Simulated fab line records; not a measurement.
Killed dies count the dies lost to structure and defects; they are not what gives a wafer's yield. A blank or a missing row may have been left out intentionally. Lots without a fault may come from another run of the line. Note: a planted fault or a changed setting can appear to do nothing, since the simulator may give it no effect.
Which of the tools did it? :: flow gf180mcu :: Sampling: 13 lots, 39 wafers, 5 of 602 route steps

== WHAT THE GAUGES READ, wafer by wafer ==
GF_NSD_CD_MEAS_07: target cd 400 nm. Usual: cd-nm 399.6 nm, standard deviation 2.4.
lot: L948
measured: day 13 19:30
on: cd-sem-01
cd-nm (nm): 397.2 398.0 396.8
flag: 

lot: L952
measured: day 15 02:36
on: cd-sem-01
cd-nm (nm): 400.4 399.9 397.3
flag: 

lot: L954
measured: day 16 03:23
on: cd-sem-01
cd-nm (nm): 398.1 397.9 400.2
flag: 

lot: L957
measured: day 16 13:26
on: cd-sem-01
cd-nm (nm): 404.1 402.8 400.4
flag: 

lot: L959
measured: day 17 13:36
on: cd-sem-01
cd-nm (nm): 400.2 401.7 400.2
flag: 

lot: L962
measured: day 18 13:49
on: cd-sem-01
cd-nm (nm): 398.1 396.3 398.1
flag: 

lot: L963
measured: day 18 19:43
on: cd-sem-01
cd-nm (nm): 404.7 404.6 400.7
flag: 

lot: L964
measured: day 19 04:31
on: cd-sem-01
cd-nm (nm): 400.7 402.0 401.4
flag: 

lot: L965
measured: day 19 14:32
on: cd-sem-01
cd-nm (nm): 400.1 400.8 398.5
flag: 

lot: L967
measured: day 20 05:06
on: cd-sem-01
cd-nm (nm): 395.8 393.7 398.1
flag: 

lot: L968
measured: day 20 11:23
on: cd-sem-02
cd-nm (nm): 400.0 401.0 400.4
flag: 

lot: L969
measured: day 20 18:56
on: cd-sem-02
cd-nm (nm): 397.8 399.9 400.2
flag: 

lot: L970
measured: day 21 03:37
on: cd-sem-02
cd-nm (nm): 395.2 395.4 397.2
flag: 

GF_SAB_THK_MEAS_01. Usual: SAB_CVD_00_THK typically reads 49.9 nm, with standard deviation 0.64.
lot: L948
measured: day 14 16:54
on: film-metro-03
SAB_CVD_00_THK (nm): 48.2 48.3 49.1
flag: 

lot: L952
measured: day 16 01:02
on: film-metro-02
SAB_CVD_00_THK (nm): 49.0 49.5 50.5
flag: 

lot: L954
measured: day 17 03:11
on: film-metro-03
SAB_CVD_00_THK (nm): 50.2 50.1 50.1
flag: 

lot: L957
measured: day 17 14:03
on: film-metro-02
SAB_CVD_00_THK (nm): 49.2 50.6 51.4
flag: 

lot: L959
measured: day 18 14:34
on: film-metro-03
SAB_CVD_00_THK (nm): 49.6 50.8 50.4
flag: 

lot: L962
measured: day 19 15:29
on: film-metro-03
SAB_CVD_00_THK (nm): 49.1 48.9 50.4
flag: 

lot: L963
measured: day 19 22:05
on: film-metro-02
SAB_CVD_00_THK (nm): 49.2 49.1 50.7
flag: 

lot: L964
measured: day 20 06:16
on: film-metro-03
SAB_CVD_00_THK (nm): 49.5 49.9 50.4
flag: 

lot: L965
measured: day 20 15:36
on: film-metro-02
SAB_CVD_00_THK (nm): 59.7 50.4 60.4 59.7 50.4 60.4
flag: OFF

lot: L967
measured: day 21 06:19
on: film-metro-03
SAB_CVD_00_THK (nm): 50.5 51.3 51.0
flag: 

lot: L968
measured: day 21 13:15
on: film-metro-03
SAB_CVD_00_THK (nm): 49.4 50.6 49.0
flag: 

lot: L969
measured: day 21 20:25
on: film-metro-02
SAB_CVD_00_THK (nm): 50.0 50.2 50.4
flag: 

lot: L970
measured: day 22 04:26
on: film-metro-01
SAB_CVD_00_THK (nm): 49.8 49.0 50.7
flag: 

GF_SAB_OVL_MEAS_10. Usual: SAB_OVL typically reads 1.3 nm, with standard deviation 1.3.
lot: L948
measured: day 15 14:22
on: overlay-02
SAB_OVL (nm): 2.2 2.8 0.9
flag: 

lot: L952
measured: day 16 23:22
on: overlay-02
SAB_OVL (nm): -0.9 0.4 -0.2
flag: 

lot: L954
measured: day 18 02:10
on: overlay-02
SAB_OVL (nm): -0.8 1.0 0.2
flag: 

lot: L957
measured: day 18 13:12
on: overlay-01
SAB_OVL (nm): -0.6 1.2 0.7
flag: 

lot: L959
measured: day 19 15:07
on: overlay-01
SAB_OVL (nm): 0.6 -0.5 -0.6
flag: 

lot: L962
measured: day 20 16:03
on: overlay-01
SAB_OVL (nm): 2.0 1.6 1.5
flag: 

lot: L963
measured: day 20 22:34
on: overlay-01
SAB_OVL (nm): 1.8 0.9 -0.4
flag: 

lot: L964
measured: day 21 06:13
on: overlay-01
SAB_OVL (nm): 4.8 2.3 2.0
flag: 

lot: L965
measured: day 21 15:25
on: overlay-02
SAB_OVL (nm): 1.1 1.4 1.6
flag: 

lot: L967
measured: day 22 06:10
on: overlay-02
SAB_OVL (nm): 3.1 4.0 2.5
flag: 

lot: L968
measured: day 22 12:58
on: overlay-01
SAB_OVL (nm): 1.3 1.4 1.3
flag: 

lot: L969
measured: day 22 19:52
on: overlay-02
SAB_OVL (nm): 0.0 1.2 0.2
flag: 

lot: L970
measured: day 23 03:01
on: overlay-02
SAB_OVL (nm): 1.9 2.8 0.6
flag: 

== WHAT TOOL EACH LOT RAN ON (gives the tool, then ch and the chambers of the sampled wafers, and finally the start) ==
lot: L948
GF_NSD_STRIP_11: plasma-asher-04 ch 0,1, day 13 19:56
GF_SAB_CVD_00: pecvd-03 ch 0,1,2, day 14 16:52

lot: L952
GF_NSD_STRIP_11: plasma-asher-02 ch 0,1, day 15 03:02
GF_SAB_CVD_00: pecvd-03 ch 0,1,2, day 16 01:00

lot: L954
GF_NSD_STRIP_11: plasma-asher-02 ch 0,1, day 16 03:49
GF_SAB_CVD_00: pecvd-03 ch 1,2, day 17 03:10

lot: L957
GF_NSD_STRIP_11: plasma-asher-04 ch 0,1, day 16 13:54
GF_SAB_CVD_00: pecvd-03 ch 0,1,2, day 17 14:02

lot: L959
GF_NSD_STRIP_11: plasma-asher-04 ch 0,1, day 17 14:02
GF_SAB_CVD_00: pecvd-01 ch 0,1,2, day 18 14:32

lot: L962
GF_NSD_STRIP_11: plasma-asher-04 ch 0, day 18 14:17
GF_SAB_CVD_00: pecvd-04 ch 1,2, day 19 15:28

lot: L963
GF_NSD_STRIP_11: plasma-asher-04 ch 0,1, day 18 20:11
GF_SAB_CVD_00: pecvd-03 ch 0,2, day 19 22:04

lot: L964
GF_NSD_STRIP_11: plasma-asher-02 ch 0,1, day 19 04:58
GF_SAB_CVD_00: pecvd-01 ch 1,2, day 20 06:13

lot: L965
GF_NSD_STRIP_11: plasma-asher-02 ch 0,1, day 19 14:59
GF_SAB_CVD_00: pecvd-03 ch 0,1, day 20 15:34

lot: L967
GF_NSD_STRIP_11: plasma-asher-04 ch 0,1, day 20 05:32
GF_SAB_CVD_00: pecvd-01 ch 0,1, day 21 06:17

lot: L968
GF_NSD_STRIP_11: plasma-asher-04 ch 1, day 20 11:50
GF_SAB_CVD_00: pecvd-04 ch 0,1,2, day 21 13:14

lot: L969
GF_NSD_STRIP_11: plasma-asher-01 ch 0,1, day 20 19:22
GF_SAB_CVD_00: pecvd-01 ch 0,1,2, day 21 20:23

lot: L970
GF_NSD_STRIP_11: plasma-asher-01 ch 0,1, day 21 04:05
GF_SAB_CVD_00: pecvd-01 ch 0,1,2, day 22 04:25
- GF_NSD_STRIP_11: strips in O2/N2.
- GF_SAB_CVD_00: deposits SiO2 from TEOS, target thk 50 nm, time 4.9302 s.

== AS READ BY THE TOOLS THEMSELVES (means over the sampled wafers that have a number; for cases with no such wafer, the mark the record gives instead) ==
GF_NSD_STRIP_11. Usual: drypump-motor-current-A 5.9 A, standard deviation 0.32; heater-power-w 319 W, standard deviation 24; oes-product-au 0.486 a.u., standard deviation 0.004; strip-time-to-endpoint-s 22.97 s, standard deviation 0.039.
lot: L948
tool: plasma-asher-04
drypump-motor-current-A (A): 5.8
heater-power-w (W): 330
oes-product-au (a.u.): 0.488
strip-time-to-endpoint-s (s): 23.00
flag: 

lot: L952
tool: plasma-asher-02
drypump-motor-current-A (A): 6.0
heater-power-w (W): 335
oes-product-au (a.u.): 0.485
strip-time-to-endpoint-s (s): 22.99
flag: 

lot: L954
tool: plasma-asher-02
drypump-motor-current-A (A): 6.2
heater-power-w (W): 323
oes-product-au (a.u.): 0.489
strip-time-to-endpoint-s (s): 22.96
flag: 

lot: L957
tool: plasma-asher-04
drypump-motor-current-A (A): 5.8
heater-power-w (W): 324
oes-product-au (a.u.): 0.487
strip-time-to-endpoint-s (s): 23.02
flag: 

lot: L959
tool: plasma-asher-04
drypump-motor-current-A (A): 5.8
heater-power-w (W): 326
oes-product-au (a.u.): 0.486
strip-time-to-endpoint-s (s): 22.92
flag: 

lot: L962
tool: plasma-asher-04
drypump-motor-current-A (A): 5.8
heater-power-w (W): 327
oes-product-au (a.u.): 0.487
strip-time-to-endpoint-s (s): 22.88
flag: 

lot: L963
tool: plasma-asher-04
drypump-motor-current-A (A): 5.8
heater-power-w (W): 329
oes-product-au (a.u.): 0.485
strip-time-to-endpoint-s (s): 22.96
flag: 

lot: L964
tool: plasma-asher-02
drypump-motor-current-A (A): 5.9
heater-power-w (W): 341
oes-product-au (a.u.): 0.490
strip-time-to-endpoint-s (s): 23.00
flag: 

lot: L965
tool: plasma-asher-02
drypump-motor-current-A (A): 5.9
heater-power-w (W): 342
oes-product-au (a.u.): 0.487
strip-time-to-endpoint-s (s): 23.00
flag: 

lot: L967
tool: plasma-asher-04
drypump-motor-current-A (A): 5.8
heater-power-w (W): 331
oes-product-au (a.u.): 0.486
strip-time-to-endpoint-s (s): 22.99
flag: 

lot: L968
tool: plasma-asher-04
drypump-motor-current-A (A): 5.9
heater-power-w (W): 340
oes-product-au (a.u.): 0.485
strip-time-to-endpoint-s (s): 22.97
flag: 

lot: L969
tool: plasma-asher-01
drypump-motor-current-A (A): 5.6
heater-power-w (W): 291
oes-product-au (a.u.): 0.489
strip-time-to-endpoint-s (s): 22.99
flag: 

lot: L970
tool: plasma-asher-01
drypump-motor-current-A (A): 5.7
heater-power-w (W): 283
oes-product-au (a.u.): 0.485
strip-time-to-endpoint-s (s): 22.99
flag: 

GF_SAB_CVD_00. Usual: heater-power-w 615 W, standard deviation 64; rf-fwd-power-W 588 W, standard deviation 3.3.
lot: L948
tool: pecvd-03
heater-power-w (W): 595
rf-fwd-power-W (W): 588
flag: 

lot: L952
tool: pecvd-03
heater-power-w (W): 611
rf-fwd-power-W (W): 586
flag: 

lot: L954
tool: pecvd-03
heater-power-w (W): 625
rf-fwd-power-W (W): 586
flag: 

lot: L957
tool: pecvd-03
heater-power-w (W): 632
rf-fwd-power-W (W): 588
flag: 

lot: L959
tool: pecvd-01
heater-power-w (W): 622
rf-fwd-power-W (W): 588
flag: 

lot: L962
tool: pecvd-04
heater-power-w (W): 662
rf-fwd-power-W (W): 590
flag: 

lot: L963
tool: pecvd-03
heater-power-w (W): 640
rf-fwd-power-W (W): 586
flag: 

lot: L964
tool: pecvd-01
heater-power-w (W): 560
rf-fwd-power-W (W): 587
flag: 

lot: L965
tool: pecvd-03
heater-power-w (W): 613
rf-fwd-power-W (W): 588
flag: 

lot: L967
tool: pecvd-01
heater-power-w (W): 629
rf-fwd-power-W (W): 590
flag: 

lot: L968
tool: pecvd-04
heater-power-w (W): 627
rf-fwd-power-W (W): 589
flag: 

lot: L969
tool: pecvd-01
heater-power-w (W): 585
rf-fwd-power-W (W): 589
flag: 

lot: L970
tool: pecvd-01
heater-power-w (W): 590
rf-fwd-power-W (W): 589
flag: 

== THE ANSWER, worked out from the rows above alone ==
Rule: a lot is off if the mean of its wafers that have a number lies more than 3 standard deviations from the usual mean. Also off: a lot with no number at a reading for which 4 or more lots have one. Any other lot the step has rows for is counted as sound. The gauges are gone through in route order, then the tools' own readings, and for those a lot's mean is taken as printed above. The first step at which some lot is off is used, and at that step the reading that is off furthest; a lot without a number counts as furthest.
Off: L965, at GF_SAB_THK_MEAS_01 (SAB_CVD_00_THK).
If a tool, at a process step before that reading, ran all the lots that are off and no sound lot after the first of them, it fits. Those tools and the gauges at GF_SAB_THK_MEAS_01 are tried in the same way. This does not decide it: 2 tools fit, namely plasma-asher-02 at GF_NSD_STRIP_11 and pecvd-03 at GF_SAB_CVD_00.

== WHAT THE SIMULATOR HAD INSERTED ==
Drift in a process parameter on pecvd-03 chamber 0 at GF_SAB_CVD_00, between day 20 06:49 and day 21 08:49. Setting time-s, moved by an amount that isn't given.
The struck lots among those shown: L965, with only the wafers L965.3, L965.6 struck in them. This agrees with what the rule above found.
